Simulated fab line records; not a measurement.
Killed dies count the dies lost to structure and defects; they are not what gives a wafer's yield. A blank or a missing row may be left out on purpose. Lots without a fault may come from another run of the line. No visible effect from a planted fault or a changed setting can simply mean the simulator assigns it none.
Which of the tools did it?	flow sky130	18 wafers from 6 lots sampled at 2 of the route's 708 steps

## WHAT THE GAUGES SHOWED, per wafer
SKY_VT_ADJUST_HVTR_CD_MEAS_07: the cd target is 380 nm.
lot	measured	on	cd_nm (nm)
L407	day 9 13:10	cd_sem-01	385.0 387.8 387.0
L413	day 11 04:46	cd_sem-01	409.5 406.0 406.9
L420	day 14 00:22	cd_sem-02	382.3 383.3 380.6
L423	day 14 23:20	cd_sem-01	377.5 376.8 380.4
L426	day 15 14:29	cd_sem-02	376.9 377.2 377.1
L428	day 16 00:10	cd_sem-01	382.5 380.9 380.6

## WHAT TOOL EACH LOT RAN ON (gives the tool, then ch and the chambers of the sampled wafers, and finally the start)
lot	SKY_VT_ADJUST_HVTR_DEVELOP_06
L407	litho_track-03 ch 0, day 9 13:01
L413	litho_track-03 ch 0, day 11 04:37
L420	litho_track-01 ch 0, day 14 00:13
L423	litho_track-01 ch 0, day 14 23:11
L426	litho_track-03 ch 0, day 15 14:20
L428	litho_track-03 ch 0, day 16 00:01
- SKY_VT_ADJUST_HVTR_DEVELOP_06: develop time 60 s.

## THE ANSWER, worked out from the rows above alone
Rule: usual is defined by the lots themselves. Put in order of their means at a reading, lots are off if they are a third of the lots or fewer, leave a main group of 4 or more, and stand apart from it by a gap of 3 or more times the standard deviation of the main group's means; of several such gaps the widest counts. The tables above print the reading to a certain number of digits; a main group whose means all agree to those digits is not used. A lot without any number at a reading at which 4 lots or more have one is off too. Where the step has rows for the other lots, those lots are counted as sound.
Off: L413, at SKY_VT_ADJUST_HVTR_CD_MEAS_07 (cd_nm). Mean 381.1 nm and standard deviation 3.3 in the main group.
A tool fits if, at a process step before that reading, it ran every lot that is off, and no sound lot after the first of them. The gauges at SKY_VT_ADJUST_HVTR_CD_MEAS_07 are tried like those tools. No candidate that was tried fits.

## WHAT THE SIMULATOR HAD INSERTED
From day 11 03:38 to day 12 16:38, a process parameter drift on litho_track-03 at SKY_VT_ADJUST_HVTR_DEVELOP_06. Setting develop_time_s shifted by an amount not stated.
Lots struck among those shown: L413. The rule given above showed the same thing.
